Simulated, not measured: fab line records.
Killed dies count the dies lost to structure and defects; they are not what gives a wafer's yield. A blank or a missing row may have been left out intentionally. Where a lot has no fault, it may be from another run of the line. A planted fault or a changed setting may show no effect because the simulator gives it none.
fab line records    flow gf180mcu
[record] lots = 5  wafers = 15  last_day = 34
route steps=602 shown V5@557 TOP_METAL@567
lots that met no fault: from a run of the same line without faults
start_h: start of the lot's first displayed wafer, in hours after the record's first day    wait_h: time in hours since the lot's previous step    " same as the row above    L1.1+2: a row that stands for several wafers    - no value present, or no start provided    * or withheld: withheld    < > ~ a bound
route shown NAME@n: NAME is a module with steps in the file, n the number in the route of the first one    usual: average and standard deviation across the fault-free wafers    same: alike in all rows    chamber/n: place in a boat    sites: readings site by site    _std_site: the values' standard deviation    _edge_site: outer sites' mean less inner sites'    radius_mm: for every site, how far away it sits from the centre of the wafer    mask NAME#n: copy n    behind: the most recent tool/chamber to have shaped the wafer    hold: why the lot went on hold/how many hours it stayed there/how the hold came to an end    device: transistor that didn't switch, given as n, p or np    end of line: the tests these same wafers got at the end of their route    where a step has no rows: the recipe by itself    killed: the dies lost at the first sort to structure and to defects; this is not the yield of the wafer    map: a wafer's dies, x killed, . not, _ none there
set.NAME: setting as actually run; set.NAME@STEP: the setting as run at that earlier step    model.NAME: the simulator's own value behind a step, which no gauge read
lots seen at some steps along the route; tables by step, rows by wafer
services: the hour from which a tool's chamber was out of use, counted from the record's first day as start_h (under 0 if before that day), plus the number of hours and why
[[steps]]
[step GF_V5_ETCH_17]
[recipe] chemistry = C4F8/O2/Ar  mask_material = KrF  target = SiO2  stop_on = TiN  source_w = 1500  bias_w = 1200  pressure_mtorr = 40  c4f8_flow_sccm = withheld  O2_flow_sccm = 6  Ar_flow_sccm = 300  time_s = withheld  target_depth_a = 8550
[usual] bias_w = 1200/3.6  oes_product_au = 0.859/0.0042
lot.wafer  tool         chamber  start_h  wait_h  bias_w  oes_product_au
L076.1     rie_diel-01  2        -        -       1200    0.862
L076.4     "            2        "        "       1204    0.862
L076.5     "            0        "        "       1208    0.859
L077.2     rie_diel-03  2        -        -       1204    0.857
L077.5     "            1        "        "       1201    0.858
L077.6     "            0        "        "       1199    0.852
L086.2     rie_diel-03  1        -        -       1196    0.857
L086.4     "            3        "        "       1205    0.863
L086.5     "            0        "        "       1209    0.865
L093.2     rie_diel-01  2        -        -       1202    0.852
L093.4     "            0        "        "       1197    0.855
L093.6     "            0        "        "       1200    0.863
L097.1     rie_diel-01  1        -        -       1205    0.857
L097.4     "            2        "        "       1195    0.862
L097.6     "            2        "        "       1199    0.858
[step GF_V5_STRIP_18]
[recipe] chemistry = O2/N2  power_w = 1400  pressure_mtorr = 1500  platen_temp_c = 250  o2_flow_sccm = 3000  n2_flow_sccm = 314.4  overash_fraction = 0.5
[usual] drypump_motor_current_A = 6.0/0.62  heater_power_w = 344/30  oes_product_au = 0.568/0.0054
[same] overash_fraction = 0.5
lot.wafer  tool             chamber  start_h  wait_h  drypump_motor_current_A  heater_power_w  oes_product_au  rf_hours_counter_h
L076.1     plasma_asher-01  0        653.08   -       6.4                      353             0.565           87
L076.4     "                1        "        "       6.4                      378             0.576           -
L076.5     "                0        "        "       6.4                      355             0.575           -
L077.2     plasma_asher-03  1        661.08   -       4.9                      347             0.563           21
L077.5     "                0        "        "       6.5                      294             0.566           -
L077.6     "                1        "        "       4.9                      356             0.561           -
L086.2     plasma_asher-02  1        717.92   -       5.5                      326             0.572           121
L086.4     "                0        "        "       5.4                      327             0.572           -
L086.5     "                0        "        "       5.4                      328             0.568           -
L093.2     plasma_asher-01  0        761.51   -       6.4                      356             0.577           97
L093.4     "                1        "        "       6.4                      382             0.559           -
L093.6     "                0        "        "       6.4                      360             0.567           -
L097.1     plasma_asher-02  0        780.88   -       5.4                      326             0.567           4
L097.4     "                0        "        "       5.4                      323             0.566           -
L097.6     "                0        "        "       5.4                      317             0.562           -
[step GF_V5_STRIP_19]
[recipe] chemistry = post_etch_residue_remover  time_s = 1200  temp_c = 72.5
[usual] bath_heat_duty_pct = 15.5/1.6
lot.wafer  tool          chamber  start_h  wait_h  bath_heat_duty_pct
L076.1     wet_bench-04  3        653.18   0.1     14.0
L076.4     "             3        "        "       15.5
L076.5     "             3        "        "       14.9
L077.2     wet_bench-04  3        661.18   0.1     14.0
L077.5     "             3        "        "       14.9
L077.6     "             3        "        "       14.5
L086.2     wet_bench-04  1        718.02   0.1     15.2
L086.4     "             1        "        "       15.3
L086.5     "             1        "        "       16.1
L093.2     wet_bench-03  2        761.61   0.1     16.5
L093.4     "             2        "        "       16.4
L093.6     "             2        "        "       17.7
L097.1     wet_bench-03  1        780.98   0.1     12.0
L097.4     "             1        "        "       12.4
L097.6     "             1        "        "       12.7
[step GF_V5_CLEAN_20]
[recipe] chemistry = DIW  dry = n2_spin
lot.wafer   tool          chamber  start_h  wait_h
L076.1+4+5  wet_bench-02  2        653.52   0.0
L077.2+5+6  wet_bench-02  2        661.52   0.0
L086.2+4+5  wet_bench-02  0        718.37   0.0
L093.2+4+6  wet_bench-04  2        762.05   0.0
L097.1+4+6  wet_bench-02  3        781.32   0.0
[step GF_V5_SPUTTER_21]
[recipe] material = Ti  target_thk_nm = 15  chamber_pressure_pa = 5  power_w = 2500  substrate_temp_c = 200  time_s = 80.02
[usual] throttle_valve_pct = 30.2/0.84
lot.wafer  tool            chamber  start_h  wait_h  throttle_valve_pct
L076.1     pvd_sputter-02  -        653.61   0.0     29.5
L076.4     "               -        "        "       31.5
L076.5     "               -        "        "       30.5
L077.2     pvd_sputter-03  -        661.62   0.0     29.4
L077.5     "               -        "        "       30.4
L077.6     "               -        "        "       28.6
L086.2     pvd_sputter-02  -        718.46   0.0     30.5
L086.4     "               -        "        "       31.2
L086.5     "               -        "        "       31.5
L093.2     pvd_sputter-02  -        762.14   0.0     30.8
L093.4     "               -        "        "       31.2
L093.6     "               -        "        "       31.5
L097.1     pvd_sputter-03  -        781.42   0.0     30.1
L097.4     "               -        "        "       28.6
L097.6     "               -        "        "       30.2
[step GF_V5_SPUTTER_22]
[recipe] material = TiN  target_thk_nm = 10  chamber_pressure_pa = 5  power_w = 4000  time_s = 40
[usual] throttle_valve_pct = 30.2/0.84
lot.wafer  tool            chamber  start_h  wait_h  throttle_valve_pct
L076.1     pvd_sputter-02  -        653.67   0.0     29.4
L076.4     "               -        "        "       31.2
L076.5     "               -        "        "       30.7
L077.2     pvd_sputter-03  -        661.68   0.0     29.4
L077.5     "               -        "        "       30.3
L077.6     "               -        "        "       28.7
L086.2     pvd_sputter-02  -        718.52   0.0     30.8
L086.4     "               -        "        "       31.0
L086.5     "               -        "        "       31.5
L093.2     pvd_sputter-02  -        762.20   0.0     31.1
L093.4     "               -        "        "       31.5
L093.6     "               -        "        "       31.2
L097.1     pvd_sputter-03  -        781.48   0.0     30.6
L097.4     "               -        "        "       28.2
L097.6     "               -        "        "       30.3
[step GF_V5_CVD_23]
[recipe] material = W  target_thk_nm = 350  time_s = 104.9  temp_c = 400  pressure_torr = 40
[usual] heater_power_w = 852/23
lot.wafer  tool      chamber  start_h  wait_h  heater_power_w
L076.1     cvd_w-02  0        653.71   0.0     868
L076.4     "         1        "        "       848
L076.5     "         0        "        "       881
L077.2     cvd_w-01  0        661.72   0.0     850
L077.5     "         1        "        "       831
L077.6     "         0        "        "       866
L086.2     cvd_w-02  0        718.56   0.0     871
L086.4     "         0        "        "       913
L086.5     "         0        "        "       874
L093.2     cvd_w-01  1        762.24   0.0     804
L093.4     "         0        "        "       853
L093.6     "         0        "        "       842
L097.1     cvd_w-01  1        781.52   0.0     840
L097.4     "         0        "        "       869
L097.6     "         1        "        "       821
[step GF_V5_RS_MEAS_24]
[recipe] thk_meas_gauge = four-point-probe  reads = W_of_V5_CVD_23+TiN_of_V5_SPUTTER_22+Ti_of_V5_SPUTTER_21
[usual] V5_W_RS = 0.327/0.0039
lot.wafer  tool           chamber  start_h  wait_h  V5_W_RS[ohm/sq]
L076.1     film_metro-04  -        653.82   0.1     0.333
L076.4     "              -        "        "       0.327
L076.5     "              -        "        "       0.335
L077.2     film_metro-03  -        661.87   0.1     0.322
L077.5     "              -        "        "       0.327
L077.6     "              -        "        "       0.324
L086.2     film_metro-01  -        718.69   0.1     0.326
L086.4     "              -        "        "       0.324
L086.5     "              -        "        "       0.328
L093.2     film_metro-04  -        762.38   0.1     0.327
L093.4     "              -        "        "       0.325
L093.6     "              -        "        "       0.322
L097.1     film_metro-01  -        781.63   0.1     0.333
L097.4     "              -        "        "       0.326
L097.6     "              -        "        "       0.331
[step GF_V5_THK_MEAS_25]
[recipe] thk_meas_gauge = xrf  reads = W_of_V5_CVD_23
[usual] V5_W_THK = 360/5.8
lot.wafer  tool           chamber  start_h  wait_h  V5_W_THK[nm]
L076.1     film_metro-04  -        653.94   0.1     356
L076.4     "              -        "        "       360
L076.5     "              -        "        "       352
L077.2     film_metro-03  -        661.98   0.1     366
L077.5     "              -        "        "       360
L077.6     "              -        "        "       359
L086.2     film_metro-01  -        718.80   0.1     355
L086.4     "              -        "        "       360
L086.5     "              -        "        "       356
L093.2     film_metro-04  -        762.49   0.1     364
L093.4     "              -        "        "       366
L093.6     "              -        "        "       369
L097.1     film_metro-01  -        781.75   0.1     349
L097.4     "              -        "        "       358
L097.6     "              -        "        "       351
[step GF_V5_CMP_26]
[recipe] stop_on = SiO2  down_force_psi = 3.5  platen_rpm = 60  t_overpolish_s = 15  target_thk_nm = 0  pad_velocity_m_s = 0.94248
[usual] motor_current_A = 11.0/1  overpolish_run_s = 14.999/0.0092  slurry_filter_dp_kPa = 13.50/0.14  time_to_endpoint_s = 86/4.4
lot.wafer  tool    chamber  start_h  wait_h  motor_current_A  overpolish_run_s  slurry_filter_dp_kPa  time_to_endpoint_s
L076.1     cmp-01  1        654.00   0.1     10.3             15.006            13.63                 86
L076.4     "       3        "        "       12.1             14.991            13.53                 90
L076.5     "       1        "        "       9.6              14.986            13.62                 86
L077.2     cmp-02  1        662.13   0.1     11.4             15.013            13.59                 81
L077.5     "       3        "        "       11.1             14.994            13.78                 84
L077.6     "       0        "        "       10.1             15.014            13.54                 91
L086.4     cmp-01  0        718.85   0.0     12.5             14.994            13.53                 80
L086.2     "       1        "        "       9.9              14.991            13.37                 84
L086.5     "       0        "        "       12.5             15.008            13.42                 81
L093.2     cmp-02  2        762.54   0.0     11.6             15.012            13.57                 87
L093.4     "       3        "        "       11.3             15.000            13.36                 86
L093.6     "       2        "        "       11.8             14.994            13.33                 88
L097.1     cmp-02  1        781.91   0.2     11.6             15.012            13.48                 84
L097.4     "       2        "        "       12.0             15.008            13.54                 91
L097.6     "       0        "        "       10.3             15.007            13.53                 89
[step GF_TOP_METAL_SPUTTER_00]
[recipe] material = Ti  target_thk_nm = 37.5  arriving_ion_energy_ev = 80  substrate_temp_c = 200  chamber_pressure_pa = 2  power_w = 4000  time_s = 150
[usual] throttle_valve_pct = 29.9/0.86
lot.wafer  tool            chamber  start_h  wait_h  throttle_valve_pct
L076.1     pvd_sputter-01  -        654.30   0.2     29.9
L076.4     "               -        "        "       30.2
L076.5     "               -        "        "       30.1
L077.2     pvd_sputter-01  -        662.33   0.1     30.4
L077.5     "               -        "        "       29.8
L077.6     "               -        "        "       31.0
L086.2     pvd_sputter-04  -        719.15   0.2     30.7
L086.4     "               -        "        "       27.8
L086.5     "               -        "        "       30.9
L093.2     pvd_sputter-03  -        762.84   0.2     30.6
L093.4     "               -        "        "       29.4
L093.6     "               -        "        "       30.3
L097.1     pvd_sputter-03  -        782.11   0.1     29.5
L097.4     "               -        "        "       30.4
L097.6     "               -        "        "       30.2
[step GF_TOP_METAL_SPUTTER_01]
[recipe] material = TiN  target_thk_nm = 30  power_w = 6500  time_s = 25  chamber_pressure_pa = 0.4
[usual] throttle_valve_pct = 29.9/0.84
lot.wafer  tool            chamber  start_h  wait_h  throttle_valve_pct
L076.1     pvd_sputter-01  -        654.40   0.1     30.2
L076.4     "               -        "        "       30.1
L076.5     "               -        "        "       30.4
L077.2     pvd_sputter-01  -        662.43   0.1     30.4
L077.5     "               -        "        "       29.8
L077.6     "               -        "        "       31.1
L086.2     pvd_sputter-04  -        719.25   0.1     30.7
L086.4     "               -        "        "       27.7
L086.5     "               -        "        "       30.9
L093.2     pvd_sputter-03  -        762.94   0.1     30.3
L093.4     "               -        "        "       29.4
L093.6     "               -        "        "       30.6
L097.1     pvd_sputter-03  -        782.21   0.1     29.3
L097.4     "               -        "        "       30.6
L097.6     "               -        "        "       30.1
[step GF_TOP_METAL_SPUTTER_02]
[recipe] material = AlCu  target_thk_nm = 900  power_w = 10600  chamber_pressure_pa = 0.3  substrate_temp_c = 250  gas = Ar  time_s = 47.82
[usual] throttle_valve_pct = 30.0/0.85
lot.wafer  tool            chamber  start_h  wait_h  throttle_valve_pct
L076.1     pvd_sputter-01  -        654.43   0.0     29.8
L076.4     "               -        "        "       30.2
L076.5     "               -        "        "       30.1
L077.2     pvd_sputter-01  -        662.46   0.0     30.4
L077.5     "               -        "        "       29.8
L077.6     "               -        "        "       31.0
L086.2     pvd_sputter-04  -        719.28   0.0     30.6
L086.4     "               -        "        "       28.0
L086.5     "               -        "        "       30.9
L093.2     pvd_sputter-03  -        762.97   0.0     30.1
L093.4     "               -        "        "       29.4
L093.6     "               -        "        "       30.4
L097.1     pvd_sputter-03  -        782.24   0.0     29.5
L097.4     "               -        "        "       30.4
L097.6     "               -        "        "       30.4
[step GF_TOP_METAL_SPUTTER_03]
[recipe] material = Ti  target_thk_nm = 5  substrate_temp_c = 300  chamber_pressure_pa = 0.3  power_w = 3000  time_s = 3.3
[usual] throttle_valve_pct = 29.9/0.85
lot.wafer  tool            chamber  start_h  wait_h  throttle_valve_pct
L076.1     pvd_sputter-01  -        654.48   0.0     30.0
L076.4     "               -        "        "       30.3
L076.5     "               -        "        "       30.4
L077.2     pvd_sputter-01  -        662.50   0.0     30.2
L077.5     "               -        "        "       29.8
L077.6     "               -        "        "       30.8
L086.2     pvd_sputter-04  -        719.32   0.0     30.8
L086.4     "               -        "        "       27.7
L086.5     "               -        "        "       31.0
L093.2     pvd_sputter-03  -        763.01   0.0     30.6
L093.4     "               -        "        "       29.3
L093.6     "               -        "        "       30.4
L097.1     pvd_sputter-03  -        782.28   0.0     29.3
L097.4     "               -        "        "       30.7
L097.6     "               -        "        "       30.2
[step GF_TOP_METAL_SPUTTER_04]
[recipe] material = TiN  target_thk_nm = 25  power_w = 6500  time_s = 20.8  chamber_pressure_pa = 0.4
[usual] throttle_valve_pct = 30.0/0.87
lot.wafer  tool            chamber  start_h  wait_h  throttle_valve_pct
L076.1     pvd_sputter-01  -        654.50   0.0     29.6
L076.4     "               -        "        "       30.2
L076.5     "               -        "        "       30.1
L077.2     pvd_sputter-01  -        662.52   0.0     30.4
L077.5     "               -        "        "       30.0
L077.6     "               -        "        "       30.8
L086.2     pvd_sputter-04  -        719.34   0.0     30.7
L086.4     "               -        "        "       27.7
L086.5     "               -        "        "       30.7
L093.2     pvd_sputter-03  -        763.03   0.0     30.1
L093.4     "               -        "        "       29.3
L093.6     "               -        "        "       30.6
L097.1     pvd_sputter-03  -        782.30   0.0     29.6
L097.4     "               -        "        "       30.5
L097.6     "               -        "        "       30.1
[step GF_TOP_METAL_RS_MEAS_05]
[recipe] thk_meas_gauge = four-point-probe  reads = TiN_of_TOP_METAL_SPUTTER_04+Ti_of_TOP_METAL_SPUTTER_03+AlCu_of_TOP_METAL_SPUTTER_02+TiN_of_TOP_METAL_SPUTTER_01+Ti_of_TOP_METAL_SPUTTER_00
[usual] TOP_METAL_ALCU_RS = 0.0327/0.00042
lot.wafer  tool           chamber  start_h  wait_h  TOP_METAL_ALCU_RS[ohm/sq]
L076.1     film_metro-02  -        654.53   0.0     0.0324
L076.4     "              -        "        "       0.0325
L076.5     "              -        "        "       0.0322
L077.2     film_metro-02  -        662.57   0.0     0.0325
L077.5     "              -        "        "       0.0326
L077.6     "              -        "        "       0.0332
L086.2     film_metro-03  -        719.39   0.0     0.0328
L086.4     "              -        "        "       0.0324
L086.5     "              -        "        "       0.0329
L093.2     film_metro-04  -        763.08   0.0     0.0327
L093.4     "              -        "        "       0.0320
L093.6     "              -        "        "       0.0333
L097.1     film_metro-02  -        782.33   0.0     0.0325
L097.4     "              -        "        "       0.0338
L097.6     "              -        "        "       0.0339
[step GF_TOP_METAL_THK_MEAS_06]
[recipe] thk_meas_gauge = xrf  reads = AlCu_of_TOP_METAL_SPUTTER_02
[usual] TOP_METAL_ALCU_THK = 903/12
lot.wafer  tool           chamber  start_h  wait_h  TOP_METAL_ALCU_THK[nm]
L076.1     film_metro-02  -        654.65   0.1     910
L076.4     "              -        "        "       907
L076.5     "              -        "        "       914
L077.2     film_metro-02  -        662.68   0.1     905
L077.5     "              -        "        "       910
L077.6     "              -        "        "       891
L086.2     film_metro-03  -        719.50   0.1     899
L086.4     "              -        "        "       906
L086.5     "              -        "        "       901
L093.2     film_metro-04  -        763.19   0.1     904
L093.4     "              -        "        "       923
L093.6     "              -        "        "       884
L097.1     film_metro-02  -        782.45   0.1     905
L097.4     "              -        "        "       872
L097.6     "              -        "        "       873
[step GF_TOP_METAL_DEHYDRATE_07]
[recipe] temp_c = 200  time_s = 60
[usual] plate_temp_C = 200.00/0.16
lot.wafer  tool            chamber  start_h  wait_h  plate_temp_C
L076.1     litho_track-03  0        663.55   8.9     200.08
L076.4     "               0        "        "       199.93
L076.5     "               0        "        "       200.07
L077.2     litho_track-01  0        671.80   9.1     199.94
L077.5     "               0        "        "       199.75
L077.6     "               0        "        "       199.91
L086.2     litho_track-01  0        727.55   8.0     200.05
L086.4     "               0        "        "       199.82
L086.5     "               0        "        "       200.08
L093.2     litho_track-01  0        770.45   7.3     199.88
L093.4     "               0        "        "       200.02
L093.6     "               0        "        "       199.88
L097.1     litho_track-04  0        789.41   6.9     199.89
L097.4     "               0        "        "       200.18
L097.6     "               0        "        "       200.22
[step GF_TOP_METAL_HMDS_08]
[recipe] prime_time_s = 60  prime_temp_c = 120
lot.wafer   tool            chamber  start_h  wait_h
L076.1+4+5  litho_track-03  0        663.70   0.1
L077.2+5+6  litho_track-01  0        671.95   0.1
L086.2+4+5  litho_track-01  0        727.70   0.1
L093.2+4+6  litho_track-01  0        770.60   0.1
L097.1+4+6  litho_track-04  0        789.56   0.1
[[services]]
tool             chamber  start_h  hours  kind
pvd_sputter-03   -        646.24   2.2    repair
cmp-02           -        649.48   5.6    pm
cmp-01           -        656.06   4.4    pm
rie_diel-01      2        671.25   8.2    repair
cvd_w-02         0        672.35   10.8   repair
cmp-01           -        674.23   1.1    repair
rie_diel-01      -        674.97   0.1    repair
plasma_asher-02  -        682.10   9.3    repair
plasma_asher-01  -        687.06   7.7    pm
rie_diel-01      3        687.76   11.2   repair
rie_diel-01      -        691.51   1.0    repair
rie_diel-01      0        698.93   8.4    repair
pvd_sputter-04   -        702.33   2.6    repair
cvd_w-02         0        702.73   15.5   repair
cvd_w-01         1        703.54   13.4   repair
plasma_asher-02  -        733.75   9.0    pm
rie_diel-01      1        737.13   2.2    repair
cmp-01           -        737.63   7.2    pm
cmp-02           -        744.21   4.0    pm
rie_diel-01      0        744.78   4.4    repair
rie_diel-01      3        749.75   4.5    repair
cmp-01           -        757.36   1.5    repair
plasma_asher-01  -        770.79   1.1    repair
cmp-02           -        783.54   3.8    repair
[[key]]
fault none
